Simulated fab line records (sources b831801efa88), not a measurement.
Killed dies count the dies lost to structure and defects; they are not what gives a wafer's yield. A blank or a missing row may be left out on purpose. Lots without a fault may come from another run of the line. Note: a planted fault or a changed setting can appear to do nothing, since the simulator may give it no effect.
The tool behind it: which one? / flow gf180mcu / 15 lots, 45 wafers sampled, at 5 steps of a route of 602

== WHAT THE GAUGES READ, wafer by wafer ==
GF_V4_CD_MEAS_14 targets a cd of 260 nm. Usual: cd nm 260.2 nm, standard deviation 1.2.
lot=L298; measured=day 24 13:04; on=cd sem-02; cd nm (nm)=261.0 260.4 260.4; flag=
lot=L299; measured=day 25 02:27; on=cd sem-01; cd nm (nm)=259.8 259.6 259.6; flag=
lot=L300; measured=day 25 19:19; on=cd sem-01; cd nm (nm)=260.8 259.4 260.5; flag=
lot=L301; measured=day 25 22:42; on=cd sem-02; cd nm (nm)=260.3 260.2 260.3; flag=
lot=L302; measured=day 26 07:13; on=cd sem-02; cd nm (nm)=261.7 260.3 259.6; flag=
lot=L304; measured=day 26 22:24; on=cd sem-02; cd nm (nm)=260.8 260.1 259.5; flag=
lot=L305; measured=day 27 02:42; on=cd sem-01; cd nm (nm)=259.4 260.8 260.8; flag=
lot=L306; measured=day 27 06:33; on=cd sem-01; cd nm (nm)=260.8 260.4 259.1; flag=
lot=L307; measured=day 27 16:53; on=cd sem-02; cd nm (nm)=260.7 260.4 262.3; flag=
lot=L308; measured=day 28 07:01; on=cd sem-02; cd nm (nm)=258.1 259.3 258.7; flag=
lot=L310; measured=day 28 16:02; on=cd sem-01; cd nm (nm)=258.4 259.1 259.2; flag=
lot=L316; measured=day 30 05:45; on=cd sem-02; cd nm (nm)=261.6 260.4 261.2; flag=
lot=L318; measured=day 30 20:17; on=cd sem-02; cd nm (nm)=261.7 262.7 262.3; flag=
lot=L319; measured=day 30 21:43; on=cd sem-01; cd nm (nm)=258.0 258.5 258.6; flag=
lot=L320; measured=day 31 05:58; on=cd sem-01; cd nm (nm)=260.4 259.9 259.5; flag=

GF_MIM_THK_MEAS_11: measures by xrf. Usual: MIM_ALCU_THK 197.8 nm, standard deviation 2.6.
lot=L298; measured=day 24 15:25; on=film metro-02; MIM_ALCU_THK (nm)=196.1 197.8 193.9; flag=
lot=L299; measured=day 25 04:32; on=film metro-04; MIM_ALCU_THK (nm)=197.2 198.9 204.1; flag=
lot=L300; measured=day 25 21:26; on=film metro-03; MIM_ALCU_THK (nm)=197.8 200.9 201.8; flag=
lot=L301; measured=day 26 00:49; on=film metro-03; MIM_ALCU_THK (nm)=196.7 198.6 196.6; flag=
lot=L302; measured=day 26 09:23; on=film metro-04; MIM_ALCU_THK (nm)=193.5 199.4 195.4; flag=
lot=L304; measured=day 27 00:38; on=film metro-04; MIM_ALCU_THK (nm)=203.5 200.5 201.7; flag=
lot=L305; measured=day 27 04:45; on=film metro-03; MIM_ALCU_THK (nm)=198.6 197.6 196.9; flag=
lot=L306; measured=day 27 08:35; on=film metro-02; MIM_ALCU_THK (nm)=212.3 212.5 216.7; flag=OFF
lot=L307; measured=day 27 18:58; on=film metro-04; MIM_ALCU_THK (nm)=209.0 212.0 214.3; flag=OFF
lot=L308; measured=day 28 09:01; on=film metro-02; MIM_ALCU_THK (nm)=210.3 208.6 208.4; flag=OFF
lot=L310; measured=day 28 18:11; on=film metro-02; MIM_ALCU_THK (nm)=198.5 196.6 197.6; flag=
lot=L316; measured=day 30 07:50; on=film metro-03; MIM_ALCU_THK (nm)=197.2 198.4 198.6; flag=
lot=L318; measured=day 30 22:23; on=film metro-03; MIM_ALCU_THK (nm)=200.7 201.8 196.8; flag=
lot=L319; measured=day 30 23:49; on=film metro-03; MIM_ALCU_THK (nm)=199.1 198.6 199.0; flag=
lot=L320; measured=day 31 08:22; on=film metro-02; MIM_ALCU_THK (nm)=197.2 194.1 195.7; flag=

== WHAT TOOL EACH LOT RAN ON (gives the tool, then ch and the chambers of the sampled wafers, and finally the start) ==
lot=L298; GF_V4_CMP_26=cmp-02 ch 1,2,3, day 24 14:39; GF_MIM_SPUTTER_04=pvd sputter-02, day 24 15:02; GF_MIM_SPUTTER_09=pvd sputter-03, day 24 15:14
lot=L299; GF_V4_CMP_26=cmp-02 ch 1,3, day 25 03:41; GF_MIM_SPUTTER_04=pvd sputter-04, day 25 04:10; GF_MIM_SPUTTER_09=pvd sputter-03, day 25 04:23
lot=L300; GF_V4_CMP_26=cmp-02 ch 1,2, day 25 20:36; GF_MIM_SPUTTER_04=pvd sputter-04, day 25 21:02; GF_MIM_SPUTTER_09=pvd sputter-03, day 25 21:15
lot=L301; GF_V4_CMP_26=cmp-01 ch 0,1,3, day 25 23:59; GF_MIM_SPUTTER_04=pvd sputter-03, day 26 00:28; GF_MIM_SPUTTER_09=pvd sputter-04, day 26 00:40
lot=L302; GF_V4_CMP_26=cmp-02 ch 0,2, day 26 08:31; GF_MIM_SPUTTER_04=pvd sputter-02, day 26 09:00; GF_MIM_SPUTTER_09=pvd sputter-03, day 26 09:13
lot=L304; GF_V4_CMP_26=cmp-01 ch 0,2, day 26 23:51; GF_MIM_SPUTTER_04=pvd sputter-03, day 27 00:17; GF_MIM_SPUTTER_09=pvd sputter-03, day 27 00:29
lot=L305; GF_V4_CMP_26=cmp-02 ch 0,1,2, day 27 03:58; GF_MIM_SPUTTER_04=pvd sputter-02, day 27 04:24; GF_MIM_SPUTTER_09=pvd sputter-04, day 27 04:36
lot=L306; GF_V4_CMP_26=cmp-01 ch 2,3, day 27 07:46; GF_MIM_SPUTTER_04=pvd sputter-04, day 27 08:14; GF_MIM_SPUTTER_09=pvd sputter-03, day 27 08:26
lot=L307; GF_V4_CMP_26=cmp-02 ch 0,1,3, day 27 18:14; GF_MIM_SPUTTER_04=pvd sputter-04, day 27 18:37; GF_MIM_SPUTTER_09=pvd sputter-03, day 27 18:49
lot=L308; GF_V4_CMP_26=cmp-02 ch 0,1,3, day 28 08:16; GF_MIM_SPUTTER_04=pvd sputter-03, day 28 08:38; GF_MIM_SPUTTER_09=pvd sputter-04, day 28 08:50
lot=L310; GF_V4_CMP_26=cmp-01 ch 0,3, day 28 17:23; GF_MIM_SPUTTER_04=pvd sputter-02, day 28 17:49; GF_MIM_SPUTTER_09=pvd sputter-04, day 28 18:01
lot=L316; GF_V4_CMP_26=cmp-01 ch 1,3, day 30 07:03; GF_MIM_SPUTTER_04=pvd sputter-04, day 30 07:29; GF_MIM_SPUTTER_09=pvd sputter-02, day 30 07:41
lot=L318; GF_V4_CMP_26=cmp-02 ch 1,3, day 30 21:32; GF_MIM_SPUTTER_04=pvd sputter-02, day 30 22:01; GF_MIM_SPUTTER_09=pvd sputter-03, day 30 22:13
lot=L319; GF_V4_CMP_26=cmp-01 ch 0,1, day 30 22:57; GF_MIM_SPUTTER_04=pvd sputter-02, day 30 23:26; GF_MIM_SPUTTER_09=pvd sputter-04, day 30 23:39
lot=L320; GF_V4_CMP_26=cmp-02 ch 0,2,3, day 31 07:34; GF_MIM_SPUTTER_04=pvd sputter-04, day 31 08:00; GF_MIM_SPUTTER_09=pvd sputter-02, day 31 08:12
- GF_V4_CMP_26: polishes, stops on SiO2, t overpolish 15 s, target thk 0 nm.
- GF_MIM_SPUTTER_04: material TiN, target thk 50 nm, time 41.7 s.
- GF_MIM_SPUTTER_09: material TiN, target thk 35 nm, time 29.2 s.

== AS READ BY THE TOOLS THEMSELVES (means over the sampled wafers that have a number; for cases with no such wafer, the mark the record gives instead) ==
GF_V4_CMP_26. Usual: motor current A 11.5 A, standard deviation 0.68; overpolish run s 14.999 s, standard deviation 0.0094; time to endpoint s 83 s, standard deviation 3.6.
lot=L298; tool=cmp-02; motor current A (A)=11.8; overpolish run s (s)=14.999; time to endpoint s (s)=82; flag=
lot=L299; tool=cmp-02; motor current A (A)=11.3; overpolish run s (s)=15.003; time to endpoint s (s)=78; flag=
lot=L300; tool=cmp-02; motor current A (A)=11.4; overpolish run s (s)=15.001; time to endpoint s (s)=87; flag=
lot=L301; tool=cmp-01; motor current A (A)=11.7; overpolish run s (s)=14.995; time to endpoint s (s)=83; flag=
lot=L302; tool=cmp-02; motor current A (A)=11.0; overpolish run s (s)=15.001; time to endpoint s (s)=92; flag=
lot=L304; tool=cmp-01; motor current A (A)=12.0; overpolish run s (s)=15.002; time to endpoint s (s)=82; flag=
lot=L305; tool=cmp-02; motor current A (A)=11.1; overpolish run s (s)=14.998; time to endpoint s (s)=85; flag=
lot=L306; tool=cmp-01; motor current A (A)=11.4; overpolish run s (s)=15.002; time to endpoint s (s)=80; flag=
lot=L307; tool=cmp-02; motor current A (A)=11.1; overpolish run s (s)=14.998; time to endpoint s (s)=80; flag=
lot=L308; tool=cmp-02; motor current A (A)=11.3; overpolish run s (s)=14.992; time to endpoint s (s)=80; flag=
lot=L310; tool=cmp-01; motor current A (A)=11.6; overpolish run s (s)=15.005; time to endpoint s (s)=82; flag=
lot=L316; tool=cmp-01; motor current A (A)=12.0; overpolish run s (s)=14.990; time to endpoint s (s)=83; flag=
lot=L318; tool=cmp-02; motor current A (A)=11.3; overpolish run s (s)=15.004; time to endpoint s (s)=79; flag=
lot=L319; tool=cmp-01; motor current A (A)=11.9; overpolish run s (s)=14.999; time to endpoint s (s)=86; flag=
lot=L320; tool=cmp-02; motor current A (A)=11.0; overpolish run s (s)=14.998; time to endpoint s (s)=84; flag=

GF_MIM_SPUTTER_04. Usual: cathode dc power W 6500.0 W, standard deviation 1.1; chamber pressure pa 0.4001 Pa, standard deviation 0.00083; throttle valve pct 30.0 %, standard deviation 1.
lot=L298; tool=pvd sputter-02; cathode dc power W (W)=6501.4; chamber pressure pa (Pa)=0.4009; throttle valve pct (%)=30.7; flag=
lot=L299; tool=pvd sputter-04; cathode dc power W (W)=6501.0; chamber pressure pa (Pa)=0.4005; throttle valve pct (%)=30.6; flag=
lot=L300; tool=pvd sputter-04; cathode dc power W (W)=6499.7; chamber pressure pa (Pa)=0.4003; throttle valve pct (%)=29.9; flag=
lot=L301; tool=pvd sputter-03; cathode dc power W (W)=6498.8; chamber pressure pa (Pa)=0.4001; throttle valve pct (%)=29.1; flag=
lot=L302; tool=pvd sputter-02; cathode dc power W (W)=6500.6; chamber pressure pa (Pa)=0.3997; throttle valve pct (%)=30.0; flag=
lot=L304; tool=pvd sputter-03; cathode dc power W (W)=6500.4; chamber pressure pa (Pa)=0.3991; throttle valve pct (%)=29.2; flag=
lot=L305; tool=pvd sputter-02; cathode dc power W (W)=6500.0; chamber pressure pa (Pa)=0.4004; throttle valve pct (%)=30.1; flag=
lot=L306; tool=pvd sputter-04; cathode dc power W (W)=6499.9; chamber pressure pa (Pa)=0.4010; throttle valve pct (%)=30.5; flag=
lot=L307; tool=pvd sputter-04; cathode dc power W (W)=6499.6; chamber pressure pa (Pa)=0.3996; throttle valve pct (%)=29.6; flag=
lot=L308; tool=pvd sputter-03; cathode dc power W (W)=6499.7; chamber pressure pa (Pa)=0.3994; throttle valve pct (%)=29.3; flag=
lot=L310; tool=pvd sputter-02; cathode dc power W (W)=6499.7; chamber pressure pa (Pa)=0.4012; throttle valve pct (%)=31.4; flag=
lot=L316; tool=pvd sputter-04; cathode dc power W (W)=6499.9; chamber pressure pa (Pa)=0.3998; throttle valve pct (%)=30.5; flag=
lot=L318; tool=pvd sputter-02; cathode dc power W (W)=6500.2; chamber pressure pa (Pa)=0.3999; throttle valve pct (%)=30.1; flag=
lot=L319; tool=pvd sputter-02; cathode dc power W (W)=6500.2; chamber pressure pa (Pa)=0.3998; throttle valve pct (%)=29.6; flag=
lot=L320; tool=pvd sputter-04; cathode dc power W (W)=6499.9; chamber pressure pa (Pa)=0.3999; throttle valve pct (%)=29.1; flag=

GF_MIM_SPUTTER_09. Usual: cathode dc power W 6500.1 W, standard deviation 1.2; chamber pressure pa 0.4000 Pa, standard deviation 0.00079; throttle valve pct 29.9 %, standard deviation 0.95.
lot=L298; tool=pvd sputter-03; cathode dc power W (W)=6500.7; chamber pressure pa (Pa)=0.3997; throttle valve pct (%)=29.1; flag=
lot=L299; tool=pvd sputter-03; cathode dc power W (W)=6500.8; chamber pressure pa (Pa)=0.4006; throttle valve pct (%)=29.1; flag=
lot=L300; tool=pvd sputter-03; cathode dc power W (W)=6498.2; chamber pressure pa (Pa)=0.4003; throttle valve pct (%)=29.0; flag=
lot=L301; tool=pvd sputter-04; cathode dc power W (W)=6500.4; chamber pressure pa (Pa)=0.4000; throttle valve pct (%)=30.2; flag=
lot=L302; tool=pvd sputter-03; cathode dc power W (W)=6499.9; chamber pressure pa (Pa)=0.4002; throttle valve pct (%)=29.3; flag=
lot=L304; tool=pvd sputter-03; cathode dc power W (W)=6501.8; chamber pressure pa (Pa)=0.3998; throttle valve pct (%)=29.3; flag=
lot=L305; tool=pvd sputter-04; cathode dc power W (W)=6498.6; chamber pressure pa (Pa)=0.3995; throttle valve pct (%)=30.3; flag=
lot=L306; tool=pvd sputter-03; cathode dc power W (W)=-; chamber pressure pa (Pa)=-; throttle valve pct (%)=-; flag=OFF
lot=L307; tool=pvd sputter-03; cathode dc power W (W)=-; chamber pressure pa (Pa)=-; throttle valve pct (%)=-; flag=OFF
lot=L308; tool=pvd sputter-04; cathode dc power W (W)=-; chamber pressure pa (Pa)=-; throttle valve pct (%)=-; flag=OFF
lot=L310; tool=pvd sputter-04; cathode dc power W (W)=6499.0; chamber pressure pa (Pa)=0.4006; throttle valve pct (%)=29.5; flag=
lot=L316; tool=pvd sputter-02; cathode dc power W (W)=6499.6; chamber pressure pa (Pa)=0.4007; throttle valve pct (%)=29.5; flag=
lot=L318; tool=pvd sputter-03; cathode dc power W (W)=6499.5; chamber pressure pa (Pa)=0.3993; throttle valve pct (%)=29.4; flag=
lot=L319; tool=pvd sputter-04; cathode dc power W (W)=6500.4; chamber pressure pa (Pa)=0.4000; throttle valve pct (%)=30.7; flag=
lot=L320; tool=pvd sputter-02; cathode dc power W (W)=6499.9; chamber pressure pa (Pa)=0.4001; throttle valve pct (%)=30.2; flag=

== THE ANSWER, worked out from the rows above alone ==
Rule: lot off if the mean of its wafers having a number is beyond 3 standard deviations from the usual mean. A lot without any number at a reading at which 4 lots or more have one is off too. The other lots that the step has rows for count as sound. First the gauges in route order, then the tools' own readings, where a lot's mean is used as printed above. The first step at which some lot is off is used, and at that step the reading that is off furthest; a lot without a number counts as furthest.
Off: L306, L307, L308, seen at GF_MIM_THK_MEAS_11 (MIM_ALCU_THK).
If a tool, at a process step before that reading, ran all the lots that are off and no sound lot after the first of them, it fits. Not tried: the gauges at GF_MIM_THK_MEAS_11; whatever is off there is also off at GF_MIM_SPUTTER_09, on other tools, and gauge error can't account for it. Of those tried, none fits.

== WHAT THE SIMULATOR HAD INSERTED ==
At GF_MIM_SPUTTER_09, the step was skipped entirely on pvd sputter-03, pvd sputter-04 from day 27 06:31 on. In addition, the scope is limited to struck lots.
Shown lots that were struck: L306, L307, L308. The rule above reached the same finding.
